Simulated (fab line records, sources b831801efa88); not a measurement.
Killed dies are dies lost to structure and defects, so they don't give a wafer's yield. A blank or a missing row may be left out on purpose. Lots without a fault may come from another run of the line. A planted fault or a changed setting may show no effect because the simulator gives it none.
fab line records | flow sfq_line
record lots=15 wafers=45 last_day=75
route steps=325 shown I0@54 I1@73 M2@89
lots that met no fault: from a run of the same line without faults
start_h: hours from the record's first day to the start of the lot's first wafer shown | wait_h: hours since the lot's step before | " the same as in the row above | L1.1+2: a row that stands for several wafers | - no value, or no start given | * or withheld: withheld | < > ~ a bound
route shown NAME@n: a module of which the file shows steps, and the number in the route of the first | usual: mean/standard deviation of fault-free wafers | same: alike in all rows | chamber/n: place in a boat | sites: the reading at each site | _std_site: their standard deviation | _edge_site: outer sites' mean less inner sites' | radius_mm: how far each site lies from the wafer's centre | mask NAME#n: copy n | behind: the tool/chamber that last shaped the wafer | hold: why the lot was held/for how many hours/how that ended | device: the transistor (n, p or np) that didn't switch | end of line: the same wafers' tests at the end of the route | a step without rows: its recipe alone | killed: dies lost to structure and defects at the first sort, not the wafer's yield | map: a wafer's dies, x killed, . not, _ none there
set.NAME: the setting as run; set.NAME@STEP: as run at that earlier step | model.NAME: the simulator's own value behind a step, which no gauge read
steps of the route over a sample of lots; a table a step, a row a wafer
services: from which hour (start_h, from the record's first day; less than 0 if before it) a tool's chamber was out of use, for how many hours, and why
## steps
# step SFQ_TRILAYER_I0_VIA_BARC_OPEN_VIA_ETCH_046
# recipe mask_material=PR chemistry=O2 target_depth_nm=125 target=BARC source_w=500 bias_w=80 pressure_mtorr=30 time_s=41.7
# usual drypump_motor_current_A=5.4/0.36 oes_product_au=0.685/0.0051
# same time_s=41.7
# columns lot.wafer tool chamber start_h wait_h drypump_motor_current_A oes_product_au rf_hours_counter_h
L207.4 rie_diel-01 0 232.24 0.0 5.2 0.694 33
L207.5 " 1 " " 5.2 0.689 -
L207.6 " 0 " " 5.2 0.686 -
L208.1 rie_diel-02 2 237.97 0.0 6.0 0.688 122
L208.2 " 0 " " 5.7 0.688 56
L208.3 " 3 " " 6.0 0.681 1
L209.1 rie_diel-02 1 247.12 0.0 5.2 0.690 2
L209.3 " 2 " " 6.0 0.689 122
L209.6 " 0 " " 5.7 0.683 -
L213.3 rie_diel-02 0 272.32 0.0 5.7 0.684 57
L213.4 " 2 " " 6.0 0.687 123
L213.5 " 0 " " 5.7 0.687 -
L214.1 rie_diel-01 0 273.52 0.0 5.2 0.685 34
L214.2 " 3 " " 5.4 0.688 131
L214.3 " 1 " " 5.1 0.693 30
L215.1 rie_diel-02 3 292.72 0.0 6.0 0.685 2
L215.3 " 0 " " 5.8 0.687 58
L215.6 " 0 " " 5.8 0.692 -
L216.1 rie_diel-02 3 301.12 0.0 6.0 0.687 3
L216.5 " 3 " " 6.0 0.680 -
L216.6 " 2 " " 6.0 0.686 -
L217.1 rie_diel-04 2 309.52 0.0 5.4 0.688 17
L217.4 " 3 " " 4.9 0.689 -
L217.5 " 0 " " 5.0 0.679 -
L219.2 rie_diel-04 1 321.61 0.0 5.8 0.690 72
L219.4 " 2 " " 5.3 0.675 18
L219.6 " 1 " " 5.8 0.685 -
L224.2 rie_diel-04 1 355.21 0.0 5.7 0.680 73
L224.4 " 0 " " 4.9 0.678 1
L224.5 " 1 " " 5.7 0.685 -
L225.2 rie_diel-02 3 357.61 0.0 6.0 0.687 4
L225.3 " 0 " " 5.7 0.685 59
L225.4 " 2 " " 6.0 0.693 124
L226.1 rie_diel-04 0 366.01 0.0 4.9 0.686 1
L226.3 " 3 " " 4.9 0.685 127
L226.6 " 3 " " 4.9 0.686 -
L227.1 rie_diel-04 2 381.61 0.0 5.3 0.682 19
L227.3 " 0 " " 4.9 0.688 2
L227.6 " 2 " " 5.4 0.687 -
L228.1 rie_diel-01 0 390.19 0.0 5.2 0.680 36
L228.4 " 1 " " 5.1 0.689 32
L228.5 " 2 " " 5.6 0.688 -
L229.1 rie_diel-02 2 405.69 0.0 6.0 0.689 1
L229.2 " 3 " " 6.0 0.689 4
L229.3 " 1 " " 5.1 0.682 4
# step SFQ_TRILAYER_I1_DEP_PECVD_045
# recipe material=SiO2 temp_c=150 time_s=111.11 pressure_torr=2.4 rf_w=183.3 precursor=SiH4/N2O target_thk_nm=500
# usual chamber_pressure_Torr=2.401/0.0058 heater_power_w=83/16 throttle_valve_pct=25.1/0.9
# same time_s=111.11
# columns lot.wafer tool chamber start_h wait_h chamber_pressure_Torr heater_power_w throttle_valve_pct
L207.4 pecvd-02 1 300.92 0.0 2.402 75 24.6
L207.5 " 2 " " 2.403 119 26.3
L207.6 " 0 " " 2.404 87 25.2
L208.1 pecvd-02 1 308.25 0.0 2.403 78 24.7
L208.2 " 0 " " 2.406 86 25.2
L208.3 " 2 " " 2.407 110 26.4
L209.1 pecvd-02 2 316.74 0.0 2.401 126 26.4
L209.3 " 0 " " 2.397 87 25.2
L209.6 " 1 " " 2.397 79 24.9
L213.3 pecvd-04 0 343.14 0.0 2.401 79 25.5
L213.4 " 0 " " 2.403 82 25.3
L213.5 " 1 " " 2.400 85 24.3
L214.1 pecvd-01 2 345.54 0.0 2.402 71 25.2
L214.2 " 1 " " 2.399 77 24.6
L214.3 " 0 " " 2.399 69 25.9
L215.1 pecvd-02 1 365.77 0.0 2.405 76 24.5
L215.3 " 2 " " 2.398 122 26.2
L215.6 " 2 " " 2.407 124 26.1
L216.1 pecvd-04 0 380.17 0.0 2.388 79 25.8
L216.5 " 2 " " 2.394 68 22.6
L216.6 " 0 " " 2.397 83 25.8
L217.1 pecvd-02 1 393.55 0.0 2.407 76 24.6
L217.4 " 0 " " 2.404 80 25.1
L217.5 " 1 " " 2.408 83 24.7
L219.2 pecvd-01 1 412.68 0.0 2.396 70 24.3
L219.4 " 1 " " 2.410 74 24.5
L219.6 " 2 " " 2.387 64 25.3
L224.2 pecvd-04 0 449.40 0.0 2.409 84 25.9
L224.4 " 0 " " 2.405 69 25.8
L224.5 " 1 " " 2.411 89 24.7
L225.2 pecvd-02 0 450.60 0.0 2.401 78 25.3
L225.3 " 2 " " 2.396 124 26.1
L225.4 " 2 " " 2.397 124 26.1
L226.1 pecvd-04 2 461.42 0.0 2.405 61 22.9
L226.3 " 1 " " 2.409 94 24.9
L226.6 " 1 " " 2.405 79 24.5
L227.1 pecvd-01 2 475.80 0.0 2.412 75 25.1
L227.3 " 0 " " 2.393 72 26.5
L227.6 " 1 " " 2.396 80 24.5
L228.1 pecvd-02 0 484.22 0.0 2.405 78 25.1
L228.4 " 1 " " 2.405 72 25.0
L228.5 " 2 " " 2.396 103 26.4
L229.1 pecvd-01 1 498.62 0.0 2.412 76 24.6
L229.2 " 2 " " 2.402 70 25.2
L229.3 " 0 " " 2.404 73 26.2
# step SFQ_TRILAYER_I1_VIA_STRIP_STRIP_053
# recipe gas=O2 power_w=200 platen_temp_c=40 overash_fraction=0.65 chemistry=O2 pressure_mtorr=50
# usual drypump_motor_current_A=5.87/0.19 oes_product_au=0.997/0.0077
# columns lot.wafer tool chamber start_h wait_h drypump_motor_current_A oes_product_au rf_hours_counter_h
L207.4 rie_metal-02 0 391.75 - 5.62 0.989 -
L207.5 " 1 " " 6.20 0.998 -
L207.6 " 0 " " 5.62 0.985 -
L208.1 rie_metal-01 1 407.05 - 5.87 1.001 54
L208.2 " 0 " " 5.77 1.000 86
L208.3 " 1 " " 5.87 0.997 -
L209.1 rie_metal-01 0 409.45 - 5.76 0.998 87
L209.3 " 1 " " 5.85 0.994 -
L209.6 " 1 " " 5.87 0.996 -
L213.3 rie_metal-02 0 440.40 - 5.60 0.998 -
L213.4 " 1 " " 6.21 0.995 -
L213.5 " 0 " " 5.64 0.997 -
L214.1 rie_metal-01 0 443.80 - 5.76 1.007 91
L214.2 " 1 " " 5.84 0.988 61
L214.3 " 1 " " 5.83 1.001 -
L215.1 rie_metal-01 0 465.40 - 5.77 0.999 96
L215.3 " 0 " " 5.77 1.008 -
L215.6 " 1 " " 5.86 0.990 -
L216.1 rie_metal-02 1 479.80 - 6.24 0.990 26
L216.5 " 0 " " 5.63 1.005 -
L216.6 " 1 " " 6.22 1.002 -
L217.1 rie_metal-01 1 490.60 - 5.85 0.982 70
L217.4 " 0 " " 5.77 1.005 -
L217.5 " 0 " " 5.77 1.010 -
L219.2 rie_metal-02 0 512.20 - 5.60 0.986 59
L219.4 " 0 " " 5.62 0.988 -
L219.6 " 1 " " 6.22 0.997 -
L224.2 rie_metal-03 1 556.94 - 5.93 0.997 2
L224.4 " 0 " " 5.87 1.000 -
L224.5 " 1 " " 5.95 0.991 -
L225.2 rie_metal-01 0 560.54 - 5.77 0.991 113
L225.3 " 0 " " 5.77 1.000 -
L225.4 " 1 " " 5.87 0.993 -
L226.1 rie_metal-01 1 571.13 - 5.83 0.999 84
L226.3 " 0 " " 5.78 0.993 -
L226.6 " 1 " " 5.85 0.996 -
L227.1 rie_metal-01 0 587.58 - 5.78 0.998 118
L227.3 " 1 " " 5.85 0.996 -
L227.6 " 1 " " 5.85 0.984 -
L228.1 rie_metal-01 1 597.18 - 5.84 0.988 89
L228.4 " 0 " " 5.76 1.005 -
L228.5 " 0 " " 5.77 0.998 -
L229.1 rie_metal-03 1 612.22 - 5.97 1.001 13
L229.2 " 0 " " 5.87 1.002 157
L229.3 " 1 " " 5.96 0.994 -
# step SFQ_TRILAYER_M2_DEP_SPUTTER_055
# recipe material=Nb base_pressure_pa=1.33e-06 chamber_pressure_pa=0.1333 substrate_temp_c=20 resputter_cathode_voltage_v=400 target_thk_nm=200 power_w=2000 time_s=133.3
# usual base_pressure_pa=1.34e-06/9.3e-08 cathode_dc_power_W=1999.9/0.32 throttle_valve_pct=30.7/0.86 time_s=133.3/0
# columns lot.wafer tool chamber start_h wait_h base_pressure_pa cathode_dc_power_W throttle_valve_pct time_s
L207.4 pvd_sputter-06 - 392.35 0.0 1.37e-06 2000.1 32.7 133.3
L207.5 " - " " 1.39e-06 2000.4 32.5 133.3
L207.6 " - " " 1.42e-06 2000.3 31.3 133.3
L208.1 pvd_sputter-04 - 407.85 0.0 1.29e-06 1999.3 30.9 133.3
L208.2 " - " " 1.32e-06 1999.9 29.9 133.3
L208.3 " - " " 1.25e-06 2000.1 30.0 133.3
L209.1 pvd_sputter-04 - 410.25 0.0 1.38e-06 1999.9 30.8 133.3
L209.3 " - " " 1.28e-06 1999.4 30.3 133.3
L209.6 " - " " 1.44e-06 2000.1 30.0 133.3
L213.3 pvd_sputter-06 - 441.00 0.0 1.43e-06 1999.7 31.2 133.3
L213.4 " - " " 1.36e-06 2000.2 32.4 133.3
L213.5 " - " " 1.61e-06 1999.9 32.4 133.3
L214.1 pvd_sputter-05 - 444.60 0.0 1.36e-06 1999.9 31.2 133.3
L214.2 " - " " 1.46e-06 2000.0 30.6 133.3
L214.3 " - " " 1.33e-06 1999.9 29.6 133.3
L215.1 pvd_sputter-06 - 466.22 0.0 1.13e-06 2000.5 30.8 133.3
L215.3 " - " " 1.49e-06 1999.6 32.4 133.3
L215.6 " - " " 1.36e-06 1999.6 31.3 133.3
L216.1 pvd_sputter-06 - 480.60 0.0 1.44e-06 2000.2 32.7 133.3
L216.5 " - " " 1.31e-06 1999.8 31.5 133.3
L216.6 " - " " 1.4e-06 1999.8 31.2 133.3
L217.1 pvd_sputter-06 - 491.40 0.0 1.32e-06 1999.3 32.3 133.3
L217.4 " - " " 1.29e-06 1999.3 31.0 133.3
L217.5 " - " " 1.17e-06 2000.0 31.1 133.3
L219.2 pvd_sputter-06 - 513.00 0.0 1.36e-06 1999.7 31.1 133.3
L219.4 " - " " 1.32e-06 2000.0 31.1 133.3
L219.6 " - " " 1.34e-06 1999.9 31.5 133.3
L224.2 pvd_sputter-04 - 557.76 0.0 - - - -
L224.4 " - " " - - - -
L224.5 " - " " - - - -
L225.2 pvd_sputter-06 - 561.34 0.0 - - - -
L225.3 " - " " - - - -
L225.4 " - " " - - - -
L226.1 pvd_sputter-04 - 571.93 0.0 - - - -
L226.3 " - " " - - - -
L226.6 " - " " - - - -
L227.1 pvd_sputter-04 - 588.38 0.0 1.17e-06 1999.9 29.8 133.3
L227.3 " - " " 1.28e-06 1999.6 30.2 133.3
L227.6 " - " " 1.37e-06 2000.0 30.0 133.3
L228.1 pvd_sputter-04 - 597.98 0.0 1.37e-06 1999.6 30.0 133.3
L228.4 " - " " 1.35e-06 2000.1 29.7 133.3
L228.5 " - " " 1.32e-06 2000.2 30.9 133.3
L229.1 pvd_sputter-06 - 613.22 0.0 1.26e-06 1999.7 30.9 133.3
L229.2 " - " " 1.26e-06 1999.2 31.4 133.3
L229.3 " - " " 1.34e-06 2000.5 32.5 133.3
# step SFQ_M2_RS_MEAS_914
# recipe thk_meas_gauge=four-point-probe reads=Nb_of_TRILAYER_M2_DEP_SPUTTER_055
# usual M2_NB_RS=0.889/0.0093
# columns lot.wafer tool chamber start_h wait_h M2_NB_RS[ohm/sq]
L207.4 film_metro-01 - 392.50 0.1 0.897
L207.5 " - " " 0.896
L207.6 " - " " 0.894
L208.1 film_metro-01 - 407.94 0.0 0.895
L208.2 " - " " 0.899
L208.3 " - " " 0.888
L209.1 film_metro-03 - 410.34 0.0 0.881
L209.3 " - " " 0.881
L209.6 " - " " 0.888
L213.3 film_metro-01 - 441.13 0.1 0.890
L213.4 " - " " 0.894
L213.5 " - " " 0.903
L214.1 film_metro-03 - 444.69 0.0 0.888
L214.2 " - " " 0.888
L214.3 " - " " 0.870
L215.1 film_metro-03 - 466.31 0.0 0.890
L215.3 " - " " 0.892
L215.6 " - " " 0.883
L216.1 film_metro-02 - 480.69 0.0 0.890
L216.5 " - " " 0.890
L216.6 " - " " 0.889
L217.1 film_metro-02 - 491.49 0.0 0.892
L217.4 " - " " 0.879
L217.5 " - " " 0.888
L219.2 film_metro-03 - 513.11 0.1 0.882
L219.4 " - " " 0.887
L219.6 " - " " 0.882
L224.2 film_metro-01 - 557.87 0.1 -
L224.4 " - " " -
L224.5 " - " " -
L225.2 film_metro-03 - 561.45 0.1 -
L225.3 " - " " -
L225.4 " - " " -
L226.1 film_metro-01 - 572.02 0.0 -
L226.3 " - " " -
L226.6 " - " " -
L227.1 film_metro-02 - 588.47 0.0 0.901
L227.3 " - " " 0.890
L227.6 " - " " 0.882
L228.1 film_metro-03 - 598.07 0.0 0.889
L228.4 " - " " 0.898
L228.5 " - " " 0.894
L229.1 film_metro-01 - 613.31 0.0 0.874
L229.2 " - " " 0.872
L229.3 " - " " 0.871
# step SFQ_TRILAYER_M2_ETCH_METAL_ETCH_060
# recipe target=Nb stop_on=SiO2 mask_material=PR chemistry=Cl2/Ar target_depth_nm=240 icp_w=600 bias_w=80 pressure_mtorr=10 time_s=120
# usual drypump_motor_current_A=5.84/0.28 oes_product_au=0.893/0.0068
# same time_s=120
# columns lot.wafer tool chamber start_h wait_h drypump_motor_current_A oes_product_au rf_hours_counter_h
L207.4 rie_metal-04 1 485.74 0.1 5.36 0.888 -
L207.5 " 0 " " 6.34 0.891 -
L207.6 " 1 " " 5.41 0.894 -
L208.1 rie_metal-03 1 498.90 0.0 5.97 0.889 170
L208.2 " 0 " " 5.86 0.887 132
L208.3 " 0 " " 5.87 0.894 -
L209.1 rie_metal-04 1 502.50 0.0 5.37 0.895 173
L209.3 " 1 " " 5.42 0.896 -
L209.6 " 1 " " 5.41 0.889 -
L213.3 rie_metal-03 0 539.80 0.1 5.84 0.893 -
L213.4 " 0 " " 5.87 0.891 -
L213.5 " 0 " " 5.80 0.885 -
L214.1 rie_metal-04 1 546.09 0.1 5.40 0.893 184
L214.2 " 1 " " 5.42 0.891 -
L214.3 " 1 " " 5.43 0.897 -
L215.1 rie_metal-01 1 569.83 0.0 5.85 0.891 84
L215.3 " 1 " " 5.84 0.886 -
L215.6 " 1 " " 5.83 0.903 -
L216.1 rie_metal-04 1 588.68 0.0 5.43 0.898 4
L216.5 " 0 " " 6.39 0.895 -
L216.6 " 1 " " 5.39 0.899 -
L217.1 rie_metal-03 1 600.70 0.1 5.93 0.894 11
L217.4 " 1 " " 5.96 0.906 -
L217.5 " 1 " " 5.94 0.892 -
L219.2 rie_metal-03 1 622.33 0.1 5.94 0.908 15
L219.4 " 0 " " 5.83 0.892 -
L219.6 " 1 " " 5.96 0.895 -
L224.2 rie_metal-03 1 661.88 0.0 5.97 0.368 23
L224.4 " 0 " " 5.85 0.375 -
L224.5 " 0 " " 5.88 0.368 -
L225.2 rie_metal-01 1 666.68 0.0 5.88 0.370 100
L225.3 " 0 " " 5.77 0.377 -
L225.4 " 1 " " 5.84 0.375 -
L226.1 rie_metal-01 0 675.08 0.0 5.76 0.379 133
L226.3 " 0 " " 5.75 0.372 -
L226.6 " 1 " " 5.86 0.372 -
L227.1 rie_metal-03 0 690.68 0.0 5.83 0.880 172
L227.3 " 1 " " 5.96 0.900 -
L227.6 " 1 " " 5.95 0.899 -
L228.1 rie_metal-01 0 708.23 0.0 5.77 0.889 137
L228.4 " 0 " " 5.76 0.889 -
L228.5 " 0 " " 5.79 0.898 -
L229.1 rie_metal-04 1 720.23 0.0 5.46 0.906 29
L229.2 " 0 " " 6.38 0.915 68
L229.3 " 0 " " 6.35 0.902 -
## services
# columns tool chamber start_h hours kind
rie_metal-03 - 211.18 1.1 repair
rie_metal-03 1 216.37 18.4 repair
pvd_sputter-06 - 240.76 1.7 repair
pvd_sputter-06 - 257.24 3.9 repair
rie_metal-03 1 354.09 18.4 repair
pvd_sputter-06 - 388.16 3.8 repair
pvd_sputter-06 - 394.80 20.7 repair
rie_diel-02 0 401.76 9.9 repair
rie_diel-02 - 402.73 2.8 pm
rie_metal-01 0 433.15 4.7 repair
rie_metal-01 - 440.11 0.6 repair
rie_metal-01 - 447.64 0.7 repair
rie_diel-02 3 480.55 3.5 repair
rie_metal-03 - 483.34 2.8 pm
pecvd-02 - 489.62 6.0 pm
rie_metal-03 1 506.63 8.8 repair
pecvd-02 2 513.75 10.4 repair
pvd_sputter-06 - 523.67 14.8 repair
rie_diel-02 2 549.13 39.6 repair
pecvd-02 - 563.75 14.0 pm
pecvd-02 - 570.65 1.0 repair
pecvd-02 2 579.24 5.7 repair
pvd_sputter-06 - 616.03 2.8 repair
rie_metal-01 - 621.76 5.8 repair
## key
first_sign step=SFQ_TRILAYER_M2_DEP_SPUTTER_055 reading=tool_record direction=missing
effect step=SFQ_M2_RS_MEAS_914 reading=M2_NB_RS direction=missing
effect step=SFQ_TRILAYER_M2_ETCH_METAL_ETCH_060 reading=oes_product_au direction=down sigmas=77 usual=0.893 struck=0.373
met_at SFQ_TRILAYER_M2_DEP_SPUTTER_055
struck_lots L224,L225,L226
not_acting_at SFQ_TRILAYER_I0_VIA_BARC_OPEN_VIA_ETCH_046,SFQ_TRILAYER_I1_DEP_PECVD_045,SFQ_TRILAYER_I1_VIA_STRIP_STRIP_053
onset_between 513.00 557.76
fault kind=skipped_step_whole tool=pvd_sputter-04,pvd_sputter-06 chamber=- onset_h=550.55 steps=SFQ_TRILAYER_M2_DEP_SPUTTER_055 scope=struck_lots_only
